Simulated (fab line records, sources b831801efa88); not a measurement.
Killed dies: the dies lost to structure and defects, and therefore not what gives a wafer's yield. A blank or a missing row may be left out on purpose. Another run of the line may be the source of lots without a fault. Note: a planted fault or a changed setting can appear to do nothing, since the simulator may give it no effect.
A lot that was struck, set against a sound lot :: flow sky130 :: 19 out of 708 route steps
Sound: these wafers, L396.1, L396.3, L396.6. Wafers struck: L404.1, L404.2, L404.6. The cause is given at the end.
Order at every step that has rows: each side's tool, ch and its chambers, its first start. Under that, the readings that differ: sound wafers :: struck wafers :: difference of the means :: sigmas: that difference in standard deviations of wafers without a fault.
alike: readings with means less than 2 such deviations apart, plus words and numbers identical on both sides. not compared: withheld readings, readings lacking a value on some wafer, bounds such as >300 that could conceal the same value, and numbers that have no deviation in the record and whose values overlap.
The two part at a step that has a row with sigmas, a row that says differs or no value, or rows on one side only. Non-overlapping numbers with no deviation appear without sigmas and do not part them. A reading missing from all wafers of one side parts the sides only when that side holds two or more wafers.

first, 1 step without rows for these wafers: SKY_FIELD_ISO_ANNEAL_26 (time 1800 s).
SKY_FIELD_ISO_CMP_27: polishes, stops on Si3N4, t overpolish 16 s, target thk 457.8 nm.
  sound on cmp-01 ch 0,3, day 4 01:32; struck on cmp-02 ch 0,2,3, day 5 22:47
  alike: headPressurePsi, motorCurrentA, overpolishRunS, timeToEndpointS
then, 5 steps without rows for these wafers: SKY_FIELD_ISO_WET_ETCH_28 (etches SiO2 in dHF, target depth 23.7 nm, time 47 s); SKY_FIELD_ISO_WET_ETCH_29 (etches Si3N4 in H3PO4, target depth 160 nm, time 1825 s); SKY_FIELD_ISO_WET_ETCH_30 (etches SiO2 in dHF, target depth 25 nm, time 50 s); SKY_NWELL_CLEAN_00 (cleans in SC1/SC2, time 150 s); SKY_NWELL_OXIDATION_01 (stabilise 600 s, purge 300 s, target thk 10 nm).
SKY_NWELL_THK_MEAS_02:
  struck on filmMetro-01, day 6 01:02; sound on filmMetro-04, day 4 03:50
  alike: NWELL_OXIDATION_THK
then, 4 steps without rows for these wafers: SKY_DNWELL_DEHYDRATE_00 (time 60 s); SKY_DNWELL_HMDS_01 (prime time 60 s); SKY_DNWELL_COAT_02 (resist thk 3000 nm); SKY_DNWELL_SOFTBAKE_03.
SKY_DNWELL_EXPOSE_04: exposes mask DNM, target cd 3000 nm.
  sound on ilineStepper-02 ch 0, day 4 12:43; struck on ilineStepper-02, day 6 10:23
  no value came back on the struck wafers for exposureDoseMJCm2, focusOffsetNm (nm), stageVelMmS (mm/s); on the sound wafers exposureDoseMJCm2 reads 221.87 222.38 221.83
  alike: mask
then, 3 steps without rows for these wafers: SKY_DNWELL_PEB_05; SKY_DNWELL_DEVELOP_06 (develop time 60 s); SKY_DNWELL_IMPLANT_07.
SKY_DNWELL_STRIP_08: strips in O2/N2.
  sound on plasmaAsher-01 ch 0,1, day 4 21:29; struck on plasmaAsher-01 ch 0,1, day 6 20:05
  alike: drypumpMotorCurrentA, oesProductAu, stripTimeToEndpointS
  not compared: rfHoursCounterH
SKY_DNWELL_TW_MEAS_09:
  struck on filmMetro-01, day 6 20:11; sound on filmMetro-04, day 4 21:35
reading: DNWELL_TW
sound: 1124 1128 1124
struck: 30 31 30
difference: -1095
sigmas: -99 or more
then, 1 step without rows for these wafers: SKY_PWDE_DEHYDRATE_00 (time 60 s).

== WHERE THEY PART ==
Earliest at SKY_DNWELL_EXPOSE_04; latest, in this record, at SKY_DNWELL_TW_MEAS_09.

WHY: what the simulator had put in
Skipped step whole: ilineStepper-02, from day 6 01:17 on, at SKY_DNWELL_EXPOSE_04. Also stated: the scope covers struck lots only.
